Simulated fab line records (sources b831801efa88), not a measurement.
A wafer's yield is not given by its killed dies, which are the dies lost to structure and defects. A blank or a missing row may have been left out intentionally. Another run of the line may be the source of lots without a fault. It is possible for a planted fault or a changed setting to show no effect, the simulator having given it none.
A lot that was struck, set against a sound lot || flow sky130 || 37 steps out of a route of 708
Sound: wafers L634.2, L634.3, L634.6. Wafers L647.2, L647.3, L647.6 were the ones struck. At the end, the cause is stated.
Order at every step that has rows: each side's tool, ch and its chambers, its first start. Under that, the readings that differ: sound wafers || struck wafers || difference of the means || sigmas: that difference in standard deviations of wafers without a fault.
alike: a reading whose means differ by less than 2 such deviations, as well as words and numbers matching on both sides. not compared: withheld readings; readings where some wafer has no value; bounds like >300 that might hide an equal value; numbers whose values overlap and for which the record gives no deviation.
The two part at a step that has a row with sigmas, a row that says differs or no value, or rows on one side only. Non-overlapping numbers with no deviation appear without sigmas and do not part them. A reading missing from all wafers of one side parts the sides only when that side holds two or more wafers.

first, 10 steps without rows for these wafers: SKY_VIA3_ETCH_15 (etches SiO2 in C4F8/O2/Ar, stops on TiN, target depth 507 nm, time 78 s); SKY_VIA3_STRIP_16 (strips in O2/N2); SKY_VIA3_STRIP_17 (strips in post etch residue remover, time 1200 s); SKY_VIA3_CLEAN_18 (cleans in IPA, time 180 s); SKY_VIA3_CLEAN_19 (cleans in O3/DIW); SKY_VIA3_SPUTTER_20 (material TiN, target thk 20 nm, time 80 s); SKY_VIA3_CVD_21 (deposits W, target thk 390 nm, time 117.31 s); SKY_VIA3_CMP_24 (polishes, stops on SiO2, t overpolish 20 s, target thk 0 nm); SKY_METAL4_SPUTTER_00 (material Ti, target thk 15 nm, time 10 s); SKY_METAL4_SPUTTER_01 (material TiN, target thk 20 nm, time 16.7 s).
SKY_METAL4_SPUTTER_02: material AlCu, target thk 735 nm, time 39.1 s.
  sound: pvd-sputter-04 at day 41 22:36; struck: pvd-sputter-04 at day 45 06:28
{"reading": "model.AlCu_of_METAL4_SPUTTER_02.thk-nm (nm)", "sound": "751.5 748.2 748.9", "struck": "832.5 831 837", "difference": "+84.0", "sigmas": ""}
  alike: throttle-valve-pct
then, 24 steps without rows for these wafers: SKY_METAL4_SPUTTER_03 (material Ti, target thk 5 nm, time 3.3 s); SKY_METAL4_SPUTTER_04 (material TiN, target thk 70 nm, time 58.3 s); SKY_CAP2M_CVD_00 (deposits SiO2, target thk 15.5 nm); SKY_CAP2M_SPUTTER_02 (material TiN, target thk 200 nm, time 166.7 s); SKY_CAP2M_DEHYDRATE_05 (time 60 s); SKY_CAP2M_HMDS_06 (prime time 60 s); SKY_CAP2M_COAT_07 (resist thk 1126 nm); SKY_CAP2M_SOFTBAKE_08 (time 60 s); SKY_CAP2M_EXPOSE_09 (exposes mask CAP2M, target cd 1000 nm); SKY_CAP2M_PEB_10; SKY_CAP2M_DEVELOP_11 (develop time 58.75 s); SKY_CAP2M_METAL_ETCH_13 (etches TiN in Cl2/BCl3, stops on SiO2, target depth 220 nm, time 62.9 s); SKY_CAP2M_STRIP_14 (strips in O2/N2); SKY_CAP2M_STRIP_15 (strips in post etch residue remover, time 1200 s); SKY_CAP2M_CLEAN_16 (cleans in IPA, time 180 s); SKY_CAP2M_CLEAN_17 (cleans in O3/DIW); SKY_METAL4_DEHYDRATE_05 (time 60 s); SKY_METAL4_HMDS_06 (prime time 60 s); SKY_METAL4_COAT_07 (resist thk 60 nm); SKY_METAL4_COAT_08 (resist thk 1140 nm); SKY_METAL4_SOFTBAKE_09 (time 90 s); SKY_METAL4_EXPOSE_10 (exposes mask MM4, target cd 300 nm); SKY_METAL4_PEB_11; SKY_METAL4_DEVELOP_12 (develop time 60 s).
SKY_METAL4_METAL_ETCH_18: etches the open film in Cl2/BCl3, stops on SiO2, target depth 845 nm, time 183.1 s.
  sound on rie-metal-02 ch 0,1, day 43 21:49; struck on rie-metal-03 ch 0,1, day 47 00:59
{"reading": "oes-product-au (a.u.)", "sound": "0.880 0.869 0.870", "struck": "0.918 0.926 0.925", "difference": "+0.050", "sigmas": "+9"}
  alike: drypump-motor-current-A, rf-fwd-power-W, throttle-valve-pct
  not compared: rf-hours-counter-h
-- the record jumps here: 3 days lie between the struck wafers' starts before and after (it left off in module METAL4 and takes up again in module PAD_OPEN, whose first step shown is number 708 of the route) --
SKY_PAD_OPEN_PROBE_99:
  sound: prober-02 at day 47 16:23; struck: prober-01 at day 50 10:19
{"reading": "killed_at_M4_up", "sound": "2 4 1", "struck": "10 7 3", "difference": "+4", "sigmas": "+2"}
{"reading": "model.etest.met4.line-ohm-um", "sound": "0.1376 0.1386 0.1408", "struck": "0.1225 0.1244 0.1215", "difference": -0.0162, "sigmas": ""}
{"reading": "model.etest.met4.rs-ohm-sq", "sound": "0.04234 0.04161 0.04203", "struck": "0.03738 0.03774 0.03736", "difference": -0.00450, "sigmas": ""}
  alike: defect-limited-yield, killed_at_M0_to_M3, killed-at-contacts, killed-at-front-end, killed-at-other, killed-dies, killed-open, killed-short, sort_bin_3_pad_short, sort_bin_5_function, sort_bin_6_memory, sort-n-pass, sort-yield-pct

WHERE THEY PART
At SKY_METAL4_METAL_ETCH_18 first; at SKY_PAD_OPEN_PROBE_99 last (within this record only).

WHY: what the simulator had put in
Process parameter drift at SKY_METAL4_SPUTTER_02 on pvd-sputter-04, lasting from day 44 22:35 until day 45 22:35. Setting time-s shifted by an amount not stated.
